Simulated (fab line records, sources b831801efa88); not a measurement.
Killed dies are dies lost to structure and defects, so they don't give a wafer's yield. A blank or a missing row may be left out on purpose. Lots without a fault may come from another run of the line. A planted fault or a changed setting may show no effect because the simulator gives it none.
fab line records | flow sky130
record lots=6 wafers=16 last_day=50
route steps=708 shown VIA2@516 METAL3@532 PAD_OPEN@708
lots that met no fault: from a run of the same line without faults
start_h: hours from the record's first day to the start of the lot's first wafer shown | wait_h: hours since the lot's step before | " the same as in the row above | L1.1+2: a row that stands for several wafers | - no value, or no start given | * or withheld: withheld | < > ~ a bound
route shown NAME@n: a module of which the file shows steps, and the number in the route of the first | usual: mean/standard deviation of fault-free wafers | same: alike in all rows | chamber/n: place in a boat | sites: the reading at each site | _std_site: their standard deviation | _edge_site: outer sites' mean less inner sites' | radius_mm: how far each site lies from the wafer's centre | mask NAME#n: copy n | behind: the tool/chamber that last shaped the wafer | hold: why the lot was held/for how many hours/how that ended | device: the transistor (n, p or np) that didn't switch | end of line: the same wafers' tests at the end of the route | a step without rows: its recipe alone | killed: dies lost to structure and defects at the first sort, not the wafer's yield | map: a wafer's dies, x killed, . not, _ none there
set.NAME: the setting as run; set.NAME@STEP: as run at that earlier step | model.NAME: the simulator's own value behind a step, which no gauge read
lots at some steps of the route; a table a step, a row a wafer
services: from which hour (start_h, from the record's first day; less than 0 if before it) a tool's chamber was out of use, for how many hours, and why
## steps
# step SKY_VIA2_EXPOSE_09
# recipe mask_id=VIM2 na=0.8 source_shape=annular sigma_inner=0.55 sigma_outer=0.85 target_cd_nm=200 dose_mj=38
# step SKY_VIA2_PEB_10
# recipe peb_temp_c=withheld peb_time_s=withheld resist=KrF-thick
# step SKY_VIA2_DEVELOP_11
# recipe develop_time_s=60 resist=KrF-thick dev_temp_c=21
# step SKY_VIA2_CD_MEAS_12
# recipe target_cd_nm=200
# usual cd_nm=199.7/1.8
# columns lot.wafer tool chamber start_h wait_h cd_nm
L380.1 cd_sem-01 - 858.42 - 195.7
L380.5 " - " " 196.5
L380.6 " - " " 195.7
L387.1 cd_sem-02 - 919.66 - 196.8
L387.3 " - " " 198.6
L388.2 cd_sem-01 - 927.73 - 200.0
L388.3 " - " " 199.5
L394.1 cd_sem-02 - 972.97 - 199.5
L394.4 " - " " 198.8
L394.6 " - " " 198.9
L397.1 cd_sem-02 - 986.57 - 199.9
L397.2 " - " " 199.5
L397.5 " - " " 198.3
L400.2 cd_sem-02 - 1019.38 - 197.0
L400.3 " - " " 198.7
L400.6 " - " " 197.2
# step SKY_VIA2_OVL_MEAS_13
# usual VIA2_OVL=-2/6.5
# columns lot.wafer tool chamber start_h wait_h VIA2_OVL[nm]
L380.1 overlay-01 - 858.54 0.1 7
L380.5 " - " " -3
L380.6 " - " " -3
L387.1 overlay-01 - 919.78 0.1 -7
L387.3 " - " " -12
L388.2 overlay-02 - 927.84 0.1 -1
L388.3 " - " " 2
L394.1 overlay-02 - 973.09 0.1 -6
L394.4 " - " " 1
L394.6 " - " " 5
L397.1 overlay-02 - 986.69 0.1 -4
L397.2 " - " " 3
L397.5 " - " " -3
L400.2 overlay-01 - 1019.49 0.1 -2
L400.3 " - " " 5
L400.6 " - " " 7
# step SKY_VIA2_ETCH_14
# recipe chemistry=N2/H2 target=BARC ion_energy_ev=200 source_w=500 bias_w=100 pressure_mtorr=30 n2_flow_sccm=100 h2_flow_sccm=200 stop_on=SiO2 time_s=45.9 target_depth_a=600
# usual drypump_motor_current_A=5.5/0.39 oes_product_au=0.855/0.005 throttle_valve_pct=13.226/0.0096
# columns lot.wafer tool chamber start_h wait_h drypump_motor_current_A oes_product_au rf_hours_counter_h throttle_valve_pct
L380.1 rie_diel-01 2 858.58 0.0 5.8 0.861 18 13.219
L380.5 " 0 " " 5.6 0.857 - 13.221
L380.6 " 3 " " 5.4 0.854 - 13.234
L387.1 rie_diel-01 2 919.82 0.0 5.9 0.857 21 13.240
L387.3 " 1 " " 4.6 0.855 9 13.245
L388.2 rie_diel-04 1 927.87 0.0 4.9 0.858 10 13.226
L388.3 " 0 " " 5.8 0.857 5 13.214
L394.1 rie_diel-02 1 973.13 0.0 5.6 0.851 23 13.214
L394.4 " 1 " " 5.6 0.856 - 13.226
L394.6 " 0 " " 6.2 0.855 - 13.234
L397.1 rie_diel-04 3 986.73 0.0 5.3 0.859 9 13.212
L397.2 " 1 " " 4.9 0.860 11 13.224
L397.5 " 2 " " 5.4 0.854 - 13.218
L400.2 rie_diel-04 0 1019.52 0.0 5.8 0.861 7 13.229
L400.3 " 1 " " 4.9 0.855 12 13.238
L400.6 " 2 " " 5.4 0.854 - 13.219
# step SKY_VIA2_ETCH_15
# recipe target=SiO2 chemistry=C4F8/O2/Ar target_depth_nm=546 stop_on=TiN mask_material=KrF-thick source_w=1500 bias_w=1200 pressure_mtorr=40 c4f8_flow_sccm=withheld O2_flow_sccm=6 Ar_flow_sccm=300 time_s=84
# usual oes_product_au=0.939/0.0048
# columns lot.wafer tool chamber start_h wait_h oes_product_au rf_hours_counter_h
L380.1 rie_diel-01 2 858.62 0.0 0.934 18
L380.5 " 0 " " 0.931 -
L380.6 " 3 " " 0.950 -
L387.1 rie_diel-01 2 919.86 0.0 0.936 21
L387.3 " 1 " " 0.945 9
L388.2 rie_diel-04 1 927.91 0.0 0.945 10
L388.3 " 0 " " 0.940 5
L394.1 rie_diel-02 1 973.17 0.0 0.932 23
L394.4 " 1 " " 0.941 -
L394.6 " 0 " " 0.936 -
L397.1 rie_diel-04 3 986.77 0.0 0.938 9
L397.2 " 1 " " 0.939 12
L397.5 " 2 " " 0.933 -
L400.2 rie_diel-04 0 1019.56 0.0 0.933 7
L400.3 " 1 " " 0.942 13
L400.6 " 2 " " 0.939 -
# step SKY_VIA2_STRIP_16
# recipe chemistry=O2/N2 power_w=1400 pressure_mtorr=1500 platen_temp_c=withheld o2_flow_sccm=3000 n2_flow_sccm=300 overash_fraction=0.5
# usual drypump_motor_current_A=5.19/0.17 oes_product_au=0.398/0.0041 strip_time_to_endpoint_s=4.043/0.028
# columns lot.wafer tool chamber start_h wait_h drypump_motor_current_A oes_product_au rf_hours_counter_h strip_time_to_endpoint_s
L380.1 plasma_asher-03 1 858.68 0.0 5.19 0.397 40 4.007
L380.5 " 1 " " 5.19 0.401 - 4.048
L380.6 " 0 " " 5.42 0.396 - 4.076
L387.1 plasma_asher-02 0 919.92 0.0 5.11 0.391 108 4.011
L387.3 " 0 " " 5.09 0.406 - 4.046
L388.2 plasma_asher-02 1 927.97 0.0 5.39 0.392 109 4.050
L388.3 " 1 " " 5.37 0.398 - 4.040
L394.1 plasma_asher-02 0 973.23 0.0 5.06 0.404 114 4.047
L394.4 " 0 " " 5.10 0.393 - 4.037
L394.6 " 0 " " 5.07 0.400 - 4.038
L397.1 plasma_asher-03 0 986.83 0.0 5.42 0.400 53 4.048
L397.2 " 1 " " 5.18 0.396 53 4.070
L397.5 " 0 " " 5.39 0.392 - 4.063
L400.2 plasma_asher-04 1 1019.62 0.0 5.20 0.407 28 4.053
L400.3 " 1 " " 5.17 0.403 - 4.054
L400.6 " 0 " " 4.93 0.398 - 4.032
# step SKY_VIA2_STRIP_17
# recipe chemistry=post_etch_residue_remover time_s=1200 temp_c=72.5
# step SKY_VIA2_CLEAN_18
# recipe chemistry=IPA time_s=180 temp_c=25
# step SKY_VIA2_CLEAN_19
# recipe chemistry=O3/DIW dry=n2_spin
# step SKY_VIA2_SPUTTER_20
# recipe material=TiN target_thk_nm=20 chamber_pressure_pa=5 power_w=4000 time_s=80
# usual throttle_valve_pct=29.7/1.1
# columns lot.wafer tool chamber start_h wait_h throttle_valve_pct
L380.1 pvd_sputter-03 - 859.28 0.0 30.0
L380.5 " - " " 30.4
L380.6 " - " " 30.0
L387.1 pvd_sputter-01 - 920.51 0.0 30.1
L387.3 " - " " 29.5
L388.2 pvd_sputter-03 - 928.57 0.0 29.9
L388.3 " - " " 30.0
L394.1 pvd_sputter-03 - 973.84 0.0 30.3
L394.4 " - " " 30.2
L394.6 " - " " 30.7
L397.1 pvd_sputter-03 - 987.48 0.0 30.4
L397.2 " - " " 30.9
L397.5 " - " " 30.2
L400.2 pvd_sputter-03 - 1020.21 0.0 30.4
L400.3 " - " " 30.1
L400.6 " - " " 30.6
# step SKY_VIA2_CVD_21
# recipe material=W target_thk_nm=420 time_s=126.4 temp_c=400 pressure_torr=40
# usual heater_power_w=834/95
# columns lot.wafer tool chamber start_h wait_h heater_power_w model.W_of_VIA2_CVD_21.thk_nm
L380.1 cvd_w-02 1 859.34 0.0 734 427.4
L380.5 " 1 " " 744 428.5
L380.6 " 0 " " 892 415
L387.1 cvd_w-02 1 920.58 0.0 736 425.5
L387.3 " 0 " " 919 795.7
L388.2 cvd_w-02 0 928.63 0.0 925 423.5
L388.3 " 1 " " 717 821.7
L394.1 cvd_w-01 1 973.90 0.0 769 422.4
L394.4 " 1 " " 747 422.4
L394.6 " 0 " " 967 427.6
L397.1 cvd_w-01 1 987.54 0.0 750 412.9
L397.2 " 0 " " 931 421
L397.5 " 1 " " 751 420
L400.2 cvd_w-02 1 1020.27 0.0 739 430.6
L400.3 " 1 " " 721 428.4
L400.6 " 1 " " 726 432.4
# step SKY_VIA2_RS_MEAS_22
# recipe thk_meas_gauge=four-point-probe reads=W_of_VIA2_CVD_21+TiN_of_VIA2_SPUTTER_20
# usual VIA2_W_RS=0.271/0.0042
# columns lot.wafer tool chamber start_h wait_h hold VIA2_W_RS[ohm/sq]
L380.1 film_metro-01 - 859.47 0.1 - 0.268
L380.5 " - " " - 0.267
L380.6 " - " " - 0.275
L387.1 film_metro-01 - 920.71 0.1 await_dispo/0.2h/release 0.269
L387.3 " - " " await_dispo/0.2h/release 0.143
L387.1 film_metro-01 - 920.99 0.3 - 0.269
L387.3 " - " " - 0.143
L388.2 film_metro-01 - 928.78 0.1 await_dispo/0.2h/release 0.270
L388.3 " - " " await_dispo/0.2h/release 0.139
L388.2 film_metro-01 - 929.07 0.3 - 0.270
L388.3 " - " " - 0.139
L394.1 film_metro-02 - 974.03 0.1 - 0.272
L394.4 " - " " - 0.271
L394.6 " - " " - 0.268
L397.1 film_metro-04 - 987.67 0.1 - 0.277
L397.2 " - " " - 0.273
L397.5 " - " " - 0.273
L400.2 film_metro-01 - 1020.42 0.1 - 0.265
L400.3 " - " " - 0.267
L400.6 " - " " - 0.265
# step SKY_VIA2_THK_MEAS_23
# recipe thk_meas_gauge=xrf reads=W_of_VIA2_CVD_21
# usual VIA2_W_THK=426/7.5
# columns lot.wafer tool chamber start_h wait_h hold VIA2_W_THK[nm]
L380.1 film_metro-01 - 859.59 0.1 - 423
L380.5 " - " " - 428
L380.6 " - " " - 415
L387.1 film_metro-01 - 924.58 3.6 await_dispo/0.2h/release 431
L387.3 " - " " await_dispo/0.2h/release -
L387.1 film_metro-01 - 924.81 0.2 - 430
L387.3 " - " " - -
L388.2 film_metro-04 - 933.18 4.1 await_dispo/0.2h/release 422
L388.3 " - " " await_dispo/0.2h/release -
L388.2 film_metro-04 - 933.40 0.2 - 420
L388.3 " - " " - -
L394.1 film_metro-02 - 974.15 0.1 - 433
L394.4 " - " " - 428
L394.6 " - " " - 434
L397.1 film_metro-04 - 987.79 0.1 - 414
L397.2 " - " " - 423
L397.5 " - " " - 425
L400.2 film_metro-01 - 1020.53 0.1 - 430
L400.3 " - " " - 429
L400.6 " - " " - 435
# step SKY_VIA2_CMP_24
# recipe stop_on=SiO2 t_overpolish_s=20 down_force_psi=3.5 platen_rpm=60 target_thk_nm=0 pad_velocity_m_s=0.94248
# usual head_pressure_psi=3.501/0.0076 motor_current_A=10.8/1.5 platen_rpm=60.00/0.037 retaining_ring_pressure_frac=0.999/0.0054 time_to_endpoint_s=102/3.7
# columns lot.wafer tool chamber start_h wait_h hold head_pressure_psi motor_current_A platen_rpm retaining_ring_pressure_frac time_to_endpoint_s
L380.1 cmp-01 2 859.70 0.1 - 3.500 10.4 59.96 1.001 108
L380.6 " 1 " " - 3.497 11.0 60.01 1.003 98
L380.5 " 2 " " - 3.500 10.1 59.97 0.998 108
L387.1 cmp-02 0 929.29 4.5 await_dispo/4.2h/release 3.502 11.6 60.00 0.989 106
L387.3 " 1 " " await_dispo/4.2h/release 3.504 8.7 60.03 1.001 202
L388.3 cmp-02 0 936.30 2.9 await_dispo/2.4h/release 3.499 11.3 60.02 1.003 194
L388.2 " 1 " " await_dispo/2.4h/release 3.506 8.0 60.01 1.006 102
L394.4 cmp-01 3 974.26 0.1 - 3.502 14.5 60.00 1.003 101
L394.1 " 0 " " - 3.509 12.9 60.01 1.010 105
L394.6 " 2 " " - 3.512 9.6 60.04 1.011 110
L397.1 cmp-02 0 987.95 0.1 - 3.497 11.5 59.97 0.999 97
L397.2 " 1 " " - 3.507 9.2 59.96 1.000 103
L397.5 " 2 " " - 3.525 10.2 60.01 0.990 97
L400.3 cmp-01 3 1020.58 0.0 - 3.502 14.6 60.05 1.001 105
L400.2 " 2 " " - 3.507 10.0 59.92 0.994 107
L400.6 " 0 " " - 3.511 13.2 59.99 0.993 105
# step SKY_METAL3_SPUTTER_00
# recipe material=Ti target_thk_nm=15 power_w=3000 time_s=10 chamber_pressure_pa=0.4
# usual throttle_valve_pct=30.0/0.67
# columns lot.wafer tool chamber start_h wait_h throttle_valve_pct
L380.1 pvd_sputter-04 - 859.95 0.2 30.7
L380.5 " - " " 29.3
L380.6 " - " " 29.4
L387.1 pvd_sputter-03 - 929.59 0.2 30.3
L387.3 " - " " 30.3
L388.2 pvd_sputter-01 - 936.50 0.1 31.2
L388.3 " - " " 30.3
L394.1 pvd_sputter-03 - 974.51 0.1 30.2
L394.4 " - " " 30.5
L394.6 " - " " 30.0
L397.1 pvd_sputter-01 - 988.15 0.1 29.4
L397.2 " - " " 29.8
L397.5 " - " " 30.6
L400.2 pvd_sputter-04 - 1020.88 0.1 29.3
L400.3 " - " " 28.8
L400.6 " - " " 29.7
# step SKY_PAD_OPEN_PROBE_99
# usual defect_limited_yield=82.3/1.8 killed_at_M0_to_M3=43/6 killed_at_M4_up=3.2/1.9 killed_at_contacts=25/5.4 killed_at_front_end=15/4.5 killed_at_other=0.3/0.59 killed_dies=87/8.7 killed_open=47/6.7 killed_short=39/5.7 sort_bin_3_pad_short=0.9/0.43 sort_bin_5_function=10.4/1.4 sort_bin_6_memory=6.4/1.2 sort_n_pass=405/8.7 sort_yield_pct=82.3/1.8
# same gross_dies=492 killed_at_back_side=0 sort_bin_4_leakage[%]=0 sort_bin_8_speed[%]=0
# columns lot.wafer tool chamber start_h wait_h defect_limited_yield[%] killed_at_M0_to_M3 killed_at_M4_up killed_at_contacts killed_at_front_end killed_at_other killed_dies killed_open killed_short sort_bin_3_pad_short[%] sort_bin_5_function[%] sort_bin_6_memory[%] sort_n_pass sort_yield_pct[%]
L400.2 prober-02 - 1208.99 0.1 84.3 42 4 20 11 0 77 38 39 0.2 8.3 7.1 415 84.3
# killed by level:class
L400.2 CONTACT:geometric_particle:open=8 METAL1:geometric_particle:short=8 VIA1:geometric_particle:open=7 VIA3:geometric_particle:open=7 METAL2:geometric_particle:short=6 POLY_GATE:geometric_particle:short=5 LOCAL_INTERCONNECT:geometric_particle:short=5 VIA2:geometric_particle:open=5
## services
# columns tool chamber start_h hours kind
pvd_sputter-01 - 853.43 13.4 repair
pvd_sputter-03 - 867.32 3.9 repair
rie_diel-04 3 875.23 5.5 repair
rie_diel-02 0 882.10 8.4 repair
cvd_w-01 - 886.48 0.6 repair
rie_diel-01 3 896.30 2.6 repair
cvd_w-02 - 904.00 14.0 pm
cvd_w-02 0 904.00 14.0 vent_cycle
cvd_w-02 1 904.00 14.0 vent_cycle
plasma_asher-02 - 907.05 1.3 repair
cmp-02 - 912.00 4.0 pm
pvd_sputter-01 - 921.39 1.7 repair
cmp-02 - 944.91 4.8 repair
pvd_sputter-03 - 965.07 5.4 repair
rie_diel-04 1 967.04 4.1 repair
pvd_sputter-01 - 967.40 4.0 repair
rie_diel-02 3 971.26 4.9 repair
rie_diel-04 - 971.53 2.8 pm
cmp-02 - 974.45 3.7 pm
cvd_w-02 - 974.57 6.9 pm
cvd_w-01 - 983.16 0.7 repair
cmp-01 - 992.15 5.2 pm
cvd_w-02 - 1007.70 1.0 repair
cvd_w-01 - 1019.50 0.7 repair
## key
first_sign step=SKY_VIA2_RS_MEAS_22 reading=visit direction=added
effect step=SKY_VIA2_RS_MEAS_22 reading=VIA2_W_RS direction=down sigmas=31 usual=0.271 struck=0.141
effect step=SKY_VIA2_THK_MEAS_23 reading=visit direction=added
effect step=SKY_VIA2_CMP_24 reading=time_to_endpoint_s direction=up sigmas=26 usual=* struck=*
model_effect step=SKY_VIA2_CVD_21 value=W_of_VIA2_CVD_21.thk_nm without=426.9 struck=808.7
met_at SKY_VIA2_CVD_21
struck_wafers L387.3,L388.3
onset_between 859.34 920.58
fault kind=process_parameter_drift tool=cvd_w-02 chamber=- onset_h=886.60 steps=SKY_VIA2_CVD_21 channel=target_thk_nm offset=378.66 shape=step end_h=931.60 scope=struck_wafers_only acts_in=these_recipes_only stated=420
